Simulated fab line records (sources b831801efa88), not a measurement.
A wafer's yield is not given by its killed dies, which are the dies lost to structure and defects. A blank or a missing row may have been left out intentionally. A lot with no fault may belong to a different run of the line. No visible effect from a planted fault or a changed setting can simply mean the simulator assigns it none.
fab line records    flow sky130
record lots=13  wafers=39  last_day=50
route steps=708 shown NWELL@68 VT_ADJUST_HVTP@95 VT_ADJUST_LVTN@116 VT_ADJUST_HVTR@139 PAD_OPEN@708
lots with no fault: from the same line, run without faults
start_h: hours from the record's first day to the start of the lot's first wafer shown    wait_h: how many hours have passed since the lot's step before this one    " as in the row above    L1.1+2: a row that stands for several wafers    - value missing, or start not given    * or withheld: withheld    < > ~ a bound
route shown NAME@n: NAME is a module with steps in the file, n the number in the route of the first one    usual: mean and standard deviation over wafers with no fault    same: alike in all rows    chamber/n: place in a boat    sites: each site's reading    _std_site: the standard deviation of these    _edge_site: outer sites' mean less inner sites'    radius_mm: how far each site lies from the wafer's centre    mask NAME#n: copy n    behind: tool/chamber where the wafer was last shaped    hold: cause of the lot's hold/its duration in hours/its outcome    device: which transistor (n, p or np) failed to switch    end of line: tests run on the same wafers once the route is complete    where a step has no rows: the recipe by itself    killed: count of dies lost to structure and defects at first sort (not the wafer's yield)    map: shows each die of a wafer: x if killed, . if not, _ if none is there
set.NAME: the setting that was run; set.NAME@STEP: the one run at that earlier step    model.NAME: the simulator's own value behind a step, which no gauge read
a sample of lots followed through the steps of the route, with each step as a table and each wafer as a row
services: the hour from which a tool's chamber was out of use, counted from the record's first day as start_h (under 0 if before that day), plus the number of hours and why
## steps
# step SKY_NWELL_TW_MEAS_15
# usual NWELL_TW=1832/13
lot.wafer  tool           chamber  start_h  wait_h  NWELL_TW
L746.1     film_metro-01  -        84.13    0.1     1827
L746.5     "              -        "        "       1830
L746.6     "              -        "        "       1817
L747.1     film_metro-01  -        88.63    0.1     1835
L747.2     "              -        "        "       1818
L747.4     "              -        "        "       1824
L749.1     film_metro-03  -        103.89   0.1     1839
L749.4     "              -        "        "       1832
L749.6     "              -        "        "       1842
L755.2     film_metro-03  -        136.72   0.1     1831
L755.3     "              -        "        "       1836
L755.5     "              -        "        "       1836
L758.1     film_metro-01  -        158.68   0.1     1819
L758.3     "              -        "        "       1821
L758.4     "              -        "        "       1826
L759.3     film_metro-01  -        165.26   0.1     1827
L759.4     "              -        "        "       1837
L759.6     "              -        "        "       1828
L760.1     film_metro-01  -        171.53   0.1     1832
L760.4     "              -        "        "       1835
L760.5     "              -        "        "       1833
L762.1     film_metro-01  -        178.36   0.1     1830
L762.2     "              -        "        "       1833
L762.3     "              -        "        "       1834
L763.1     film_metro-03  -        183.99   0.1     1857
L763.5     "              -        "        "       1853
L763.6     "              -        "        "       1869
L764.1     film_metro-01  -        188.06   0.1     1832
L764.3     "              -        "        "       1836
L764.4     "              -        "        "       1831
L765.1     film_metro-01  -        197.84   0.1     1823
L765.3     "              -        "        "       1821
L765.6     "              -        "        "       1824
L766.1     film_metro-01  -        202.99   0.1     1831
L766.3     "              -        "        "       1823
L766.6     "              -        "        "       1818
L768.1     film_metro-03  -        215.93   0.1     1801
L768.2     "              -        "        "       1811
L768.3     "              -        "        "       1813
# step SKY_VT_ADJUST_HVTP_STRIP_10
# recipe chemistry=O2/N2  power_w=1400  pressure_mtorr=1500  platen_temp_c=withheld  o2_flow_sccm=3000  n2_flow_sccm=300  overash_fraction=0.5
# usual drypump_motor_current_A=6.0/0.35  n2_flow_sccm=300.0/0.9  o2_flow_sccm=3001/7.9  oes_product_au=0.716/0.0046  strip_time_to_endpoint_s=14.17/0.042
lot.wafer  tool             chamber  start_h  wait_h  drypump_motor_current_A  n2_flow_sccm  o2_flow_sccm  oes_product_au  rf_hours_counter_h  strip_time_to_endpoint_s
L746.1     plasma_asher-04  1        120.33   0.1     5.8                      299.4         3003          0.721           0                   14.12
L746.5     "                1        "        "       5.8                      300.8         3013          0.713           -                   14.11
L746.6     "                0        "        "       5.4                      300.2         3002          0.711           -                   14.15
L747.1     plasma_asher-02  0        124.93   0.1     6.1                      299.1         2990          0.717           43                  14.20
L747.2     "                1        "        "       5.8                      297.9         3004          0.715           43                  14.18
L747.4     "                0        "        "       6.1                      300.8         3001          0.717           -                   14.19
L749.1     plasma_asher-01  1        141.03   0.1     6.1                      300.0         2992          0.706           35                  14.19
L749.4     "                0        "        "       6.6                      299.6         3009          0.716           -                   14.19
L749.6     "                0        "        "       6.6                      298.8         2998          0.715           -                   14.16
L755.2     plasma_asher-01  0        177.00   0.1     6.6                      301.0         2995          0.720           39                  14.23
L755.3     "                0        "        "       6.6                      301.5         3008          0.717           -                   14.25
L755.5     "                1        "        "       6.1                      301.3         2999          0.714           -                   14.19
L758.1     plasma_asher-02  1        201.58   0.1     5.8                      299.4         3015          0.718           50                  14.12
L758.3     "                0        "        "       6.1                      299.6         2997          0.715           -                   14.17
L758.4     "                1        "        "       5.7                      299.9         3007          0.719           -                   14.17
L759.3     plasma_asher-01  1        206.98   0.1     6.1                      299.1         3012          0.714           -                   14.18
L759.4     "                0        "        "       6.7                      298.7         2989          0.713           -                   14.17
L759.6     "                0        "        "       6.6                      299.2         2995          0.720           -                   14.17
L760.1     plasma_asher-02  1        214.30   0.1     5.8                      301.6         3008          0.719           52                  14.16
L760.4     "                0        "        "       6.1                      299.6         2982          0.722           -                   14.16
L760.5     "                1        "        "       5.8                      300.0         3002          0.716           -                   14.13
L762.1     plasma_asher-01  1        222.93   0.1     6.1                      300.6         3009          0.716           43                  14.14
L762.2     "                0        "        "       6.6                      299.6         3003          0.724           43                  14.14
L762.3     "                0        "        "       6.6                      298.6         3010          0.720           -                   14.13
L763.1     plasma_asher-04  1        228.53   0.1     5.8                      300.3         3016          0.721           10                  14.19
L763.5     "                0        "        "       5.4                      299.2         3004          0.720           -                   14.20
L763.6     "                1        "        "       5.8                      299.3         2995          0.713           -                   14.23
L764.1     plasma_asher-01  1        233.70   0.1     6.1                      299.2         3001          0.716           44                  14.27
L764.3     "                1        "        "       6.1                      298.7         3005          0.720           -                   14.23
L764.4     "                0        "        "       6.6                      301.9         3001          0.714           -                   14.23
L765.1     plasma_asher-02  0        243.08   0.1     6.1                      300.8         3006          0.714           54                  14.18
L765.3     "                1        "        "       5.8                      299.9         2993          0.719           -                   14.24
L765.6     "                0        "        "       6.1                      300.3         3011          0.717           -                   14.20
L766.1     plasma_asher-01  0        247.75   0.1     6.5                      299.5         2996          0.715           45                  14.15
L766.3     "                0        "        "       6.6                      300.1         3006          0.712           -                   14.15
L766.6     "                1        "        "       6.1                      301.5         2991          0.712           -                   14.18
L768.1     plasma_asher-04  0        262.00   0.1     5.4                      301.1         2989          0.717           14                  14.15
L768.2     "                1        "        "       5.8                      299.9         2994          0.714           14                  14.15
L768.3     "                0        "        "       5.4                      300.2         2992          0.717           -                   14.20
# step SKY_VT_ADJUST_LVTN_IMPLANT_19
# recipe species=B  energy_kev=30  dose_cm2=6.5e+11  tilt_deg=withheld
lot.wafer   tool          chamber  start_h  wait_h
L746.1+5+6  implanter-04  0        159.71   0.0
L747.1+2+4  implanter-03  0        163.14   0.0
L749.1+4+6  implanter-01  0        180.73   0.0
L755.2+3+5  implanter-04  0        219.46   0.0
L758.1+3+4  implanter-01  0        246.38   0.0
L759.3+4+6  implanter-04  0        253.53   0.1
L760.1+4+5  implanter-01  0        260.44   0.0
L762.1+2+3  implanter-01  0        269.83   0.0
L763.1+5+6  implanter-03  0        274.73   0.0
L764.1+3+4  implanter-03  0        281.23   0.0
L765.1+3+6  implanter-03  0        291.74   0.0
L766.1+3+6  implanter-03  0        296.58   0.0
L768.1+2+3  implanter-04  0        312.61   0.0
# step SKY_VT_ADJUST_LVTN_TW_MEAS_21
# usual VT_ADJUST_LVTN_2_TW=188.8/0.86
lot.wafer  tool           chamber  start_h  wait_h  VT_ADJUST_LVTN_2_TW
L746.1     film_metro-01  -        159.96   0.1     188.8
L746.5     "              -        "        "       188.6
L746.6     "              -        "        "       187.5
L747.1     film_metro-01  -        163.39   0.1     188.1
L747.2     "              -        "        "       188.8
L747.4     "              -        "        "       188.9
L749.1     film_metro-01  -        180.98   0.1     190.5
L749.4     "              -        "        "       190.2
L749.6     "              -        "        "       189.8
L755.2     film_metro-03  -        219.70   0.1     186.1
L755.3     "              -        "        "       186.2
L755.5     "              -        "        "       186.7
L758.1     film_metro-04  -        246.63   0.1     190.2
L758.3     "              -        "        "       189.8
L758.4     "              -        "        "       189.4
L759.3     film_metro-03  -        253.75   0.1     185.2
L759.4     "              -        "        "       187.2
L759.6     "              -        "        "       186.4
L760.1     film_metro-01  -        260.69   0.1     188.3
L760.4     "              -        "        "       188.3
L760.5     "              -        "        "       188.8
L762.1     film_metro-04  -        270.08   0.1     188.4
L762.2     "              -        "        "       187.6
L762.3     "              -        "        "       188.3
L763.1     film_metro-01  -        274.98   0.1     189.0
L763.5     "              -        "        "       188.8
L763.6     "              -        "        "       189.0
L764.1     film_metro-01  -        281.48   0.1     189.5
L764.3     "              -        "        "       189.5
L764.4     "              -        "        "       189.1
L765.1     film_metro-04  -        291.99   0.1     187.9
L765.3     "              -        "        "       188.7
L765.6     "              -        "        "       189.0
L766.1     film_metro-01  -        296.83   0.1     188.1
L766.3     "              -        "        "       188.0
L766.6     "              -        "        "       187.9
L768.1     film_metro-01  -        312.86   0.1     189.3
L768.2     "              -        "        "       188.8
L768.3     "              -        "        "       189.1
# step SKY_VT_ADJUST_HVTR_OVL_MEAS_08
# usual VT_ADJUST_HVTR_OVL=1.8/1.7
lot.wafer  tool        chamber  start_h  wait_h  VT_ADJUST_HVTR_OVL[nm]
L746.1     overlay-01  -        201.69   0.1     0.7
L746.5     "           -        "        "       2.1
L746.6     "           -        "        "       -0.4
L747.1     overlay-01  -        205.12   0.1     5.3
L747.2     "           -        "        "       3.6
L747.4     "           -        "        "       3.6
L749.1     overlay-01  -        224.62   0.1     3.7
L749.4     "           -        "        "       3.5
L749.6     "           -        "        "       4.5
L755.2     overlay-01  -        267.24   0.1     3.6
L755.3     "           -        "        "       4.8
L755.5     "           -        "        "       4.2
L758.1     overlay-02  -        295.79   0.1     2.0
L758.3     "           -        "        "       2.0
L758.4     "           -        "        "       2.3
L759.3     overlay-01  -        302.78   0.1     1.9
L759.4     "           -        "        "       0.9
L759.6     "           -        "        "       1.7
L760.1     overlay-02  -        311.29   0.1     0.5
L760.4     "           -        "        "       0.3
L760.5     "           -        "        "       -0.5
L762.1     overlay-01  -        320.86   0.1     0.8
L762.2     "           -        "        "       -0.7
L762.3     "           -        "        "       -0.6
L763.1     overlay-01  -        326.49   0.1     5.1
L763.5     "           -        "        "       2.1
L763.6     "           -        "        "       3.3
L764.1     overlay-02  -        334.02   0.1     3.5
L764.3     "           -        "        "       1.8
L764.4     "           -        "        "       2.3
L765.1     overlay-02  -        344.37   0.1     2.0
L765.3     "           -        "        "       1.6
L765.6     "           -        "        "       1.1
L766.1     overlay-02  -        350.34   0.1     0.7
L766.3     "           -        "        "       0.8
L766.6     "           -        "        "       2.8
L768.1     overlay-01  -        367.87   0.1     1.6
L768.2     "           -        "        "       3.6
L768.3     "           -        "        "       3.7
# step SKY_PAD_OPEN_PROBE_99
# usual killed_at_M0_to_M3=43/6.5  killed_at_M4_up=3.2/1.8  killed_at_contacts=24/5.2  killed_at_front_end=15/4  killed_at_other=0.4/0.69  killed_dies=86/8.7  killed_open=47/7  killed_short=39/5.7
# same gross_dies=492  killed_at_back_side=0
lot.wafer  tool       chamber  start_h  wait_h  killed_at_M0_to_M3  killed_at_M4_up  killed_at_contacts  killed_at_front_end  killed_at_other  killed_dies  killed_open  killed_short
L759.3     prober-01  -        1151.54  0.2     40                  3                24                  18                   0                85           43           42
L759.4     prober-01  -        1151.59  0.2     35                  3                22                  7                    0                67           39           28
L759.6     prober-01  -        1151.69  0.2     35                  1                39                  11                   0                86           48           38
# killed by level:class
L759.3 VIA1:geometric_particle:open=13 CONTACT:geometric_particle:open=9 LOCAL_INTERCONNECT:geometric_particle:short=6 METAL1:geometric_particle:short=5 VIA1:geometric_particle:short=5 VIA2:geometric_particle:open=5 FIELD_ISO:geometric_particle:open=4 FIELD_ISO:geometric_particle:short=4
L759.4 LI_CONTACT:geometric_particle:open=9 VIA1:geometric_particle:open=8 CONTACT:geometric_particle:open=7 METAL1:geometric_particle:short=5 VIA2:geometric_particle:open=5 VIA3:geometric_particle:open=5 METAL2:geometric_particle:short=4 CONTACT:geometric_particle:short=3
L759.6 CONTACT:geometric_particle:open=15 LI_CONTACT:geometric_particle:open=11 FIELD_ISO:geometric_particle:open=6 CONTACT:geometric_particle:short=6 VIA1:geometric_particle:open=6 METAL1:geometric_particle:short=6 VIA1:geometric_particle:short=5 VIA3:geometric_particle:short=4
## services
tool             chamber  start_h  hours  kind
plasma_asher-04  -        108.79   9.0    pm
plasma_asher-04  0        108.79   9.0    vent_cycle
plasma_asher-04  1        108.79   9.0    vent_cycle
plasma_asher-04  0        117.79   -      clean
plasma_asher-04  1        117.79   -      clean
implanter-04     -        140.96   1.3    repair
implanter-01     -        155.54   2.8    pm
implanter-01     -        167.29   1.4    repair
implanter-01     -        180.88   3.0    pm
implanter-01     -        188.52   3.2    repair
plasma_asher-01  -        188.90   2.5    repair
implanter-03     -        204.42   4.5    repair
implanter-04     -        226.99   4.1    repair
implanter-03     -        247.90   4.8    pm
implanter-04     -        297.35   3.3    repair
implanter-04     -        302.07   2.6    repair
## key
first_sign step=SKY_VT_ADJUST_LVTN_TW_MEAS_21  reading=VT_ADJUST_LVTN_2_TW  direction=down  sigmas=2.9  usual=188.8  struck=186.3
effect none on later readings
met_at SKY_VT_ADJUST_LVTN_IMPLANT_19
struck_lots L755,L759
tester_left_out L755,L759
not_acting_at SKY_NWELL_TW_MEAS_15,SKY_VT_ADJUST_HVTP_STRIP_10,SKY_VT_ADJUST_HVTR_OVL_MEAS_08
onset_between 159.71 219.46
fault kind=process_parameter_drift  tool=implanter-04  chamber=-  onset_h=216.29  steps=SKY_VT_ADJUST_LVTN_IMPLANT_19  channel=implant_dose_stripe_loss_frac  offset=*  shape=step  end_h=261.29
# tester_left_out: of these lots the tester's yield and bins aren't shown, on N5 and GAA mostly nor the transistor test; their killed dies are dies lost to structure and defects alone, not to doping, threshold or leakage, so they don't give the yield
